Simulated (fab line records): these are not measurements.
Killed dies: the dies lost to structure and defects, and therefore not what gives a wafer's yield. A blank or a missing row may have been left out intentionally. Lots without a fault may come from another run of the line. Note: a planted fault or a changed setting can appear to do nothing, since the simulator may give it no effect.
Struck lot and sound lot, side by side + flow sky130 + 29 steps out of a route of 708
Sound: the wafers L247.2, L247.4, L247.6. Wafers struck: L264.2, L264.4, L264.6. At the end, the cause is stated.
Each step with rows lists, per side, the tool, then ch with its chambers, then its first start. Under that, the readings that differ: sound wafers + struck wafers + difference of the means + sigmas: that difference in standard deviations of wafers without a fault.
alike: same words and numbers on both sides, and readings whose means sit less than 2 such deviations apart. not compared: any withheld reading, any reading some wafer has no value for, any bound like >300 that may hide the same value, and any number with overlapping values for which the record gives no deviation.
Wherever a step has rows on one side only, a row that says differs or no value, or a row with sigmas, the two part there. Non-overlapping numbers with no deviation appear without sigmas and do not part them. A reading missing from all wafers of one side parts the sides only when that side holds two or more wafers.

SKY_PWDE_STRIP_09: strips in O2/N2.
  sound on plasma_asher-03 ch 0, day 4 17:40; struck on plasma_asher-03 ch 0,1, day 8 13:25
  alike: drypump_motor_current_A, n2_flow_sccm, oes_product_au, strip_time_to_endpoint_s
  not compared: rf_hours_counter_h
SKY_PWDE_TW_MEAS_10:
  struck on film_metro-02, day 8 13:31; sound on film_metro-04, day 4 17:46
  alike: PWDE_TW
then, 7 steps without rows for these wafers: SKY_NWELL_DEHYDRATE_03 (time 60 s); SKY_NWELL_HMDS_04 (prime time 60 s); SKY_NWELL_COAT_05 (resist thk 3000 nm); SKY_NWELL_SOFTBAKE_06; SKY_NWELL_EXPOSE_07 (exposes mask NWM, target cd 840 nm); SKY_NWELL_PEB_08; SKY_NWELL_DEVELOP_09 (develop time 60 s).
SKY_NWELL_OVL_MEAS_10:
  struck on overlay-01, day 9 10:26; sound on overlay-02, day 5 11:47
| reading           | sound       | struck         | difference | sigmas |
|-------------------|-------------|----------------|------------|--------|
| NWELL_00_OVL (nm) | 1.6 1.1 0.7 | -3.4 -2.4 -2.1 | -3.8       | -3     |
then, 2 steps without rows for these wafers: SKY_NWELL_IMPLANT_11; SKY_NWELL_IMPLANT_12.
SKY_NWELL_IMPLANT_13:
  struck on implanter-01, day 9 10:48; sound on implanter-04 ch 0, day 5 12:08
  no value came back on the struck wafers for beam_energy_keV, beam_on_s (s); on the sound wafers beam_energy_keV reads 50.014 50.014 50.016
SKY_NWELL_STRIP_14: strips in O2/N2.
  sound on plasma_asher-03 ch 0, day 5 12:16; struck on plasma_asher-02 ch 0,1, day 9 10:55
  alike: drypump_motor_current_A, n2_flow_sccm, oes_product_au, strip_time_to_endpoint_s
  not compared: rf_hours_counter_h
SKY_NWELL_TW_MEAS_15:
  struck on film_metro-03, day 9 11:02; sound on film_metro-02, day 5 12:22
  alike: NWELL_TW
then, 7 steps without rows for these wafers: SKY_NWELL_DEHYDRATE_16 (time 60 s); SKY_NWELL_HMDS_17 (prime time 60 s); SKY_NWELL_COAT_18 (resist thk 3000 nm); SKY_NWELL_SOFTBAKE_19; SKY_NWELL_EXPOSE_20 (exposes mask NWM COMPLEMENT, target cd 840 nm); SKY_NWELL_PEB_21; SKY_NWELL_DEVELOP_22 (develop time 60 s).
SKY_NWELL_OVL_MEAS_23:
  struck on overlay-01, day 10 07:59; sound on overlay-02, day 6 06:17
  alike: NWELL_01_OVL
then, 1 step without rows for these wafers: SKY_NWELL_IMPLANT_24.
SKY_NWELL_STRIP_25: strips in O2/N2.
  sound on plasma_asher-02 ch 0,1, day 6 06:28; struck on plasma_asher-03 ch 0, day 10 08:10
  alike: drypump_motor_current_A, n2_flow_sccm, oes_product_au, strip_time_to_endpoint_s
  not compared: rf_hours_counter_h
SKY_NWELL_TW_MEAS_26:
  struck on film_metro-04, day 10 08:16; sound on film_metro-03, day 6 06:34
  alike: NWELL_2_TW
then, 1 step without rows for these wafers: SKY_NWELL_CLEAN_27 (cleans in SC1/SC2, time 150 s).
SKY_NWELL_RTA_28: time 30 s.
  sound on rtp_anneal-01 ch 0, day 6 06:41; struck on rtp_anneal-01 ch 0, day 10 08:23
  alike: lamp_power_pct, wafer_temp_C_max
SKY_NWELL_RS_MEAS_29: measurement is done with a four-point probe.
  struck on film_metro-03, day 10 08:29; sound on film_metro-04, day 6 06:47
| reading           | sound             | struck            | difference | sigmas |
|-------------------|-------------------|-------------------|------------|--------|
| NWELL_RS (ohm/sq) | 621.8 623.2 623.1 | 647.2 648.8 650.1 | +26.0      | +20    |

WHERE THEY PART
Last at SKY_NWELL_RS_MEAS_29 as far as this record goes, first at SKY_NWELL_OVL_MEAS_10.

WHY: the cause the simulator had injected
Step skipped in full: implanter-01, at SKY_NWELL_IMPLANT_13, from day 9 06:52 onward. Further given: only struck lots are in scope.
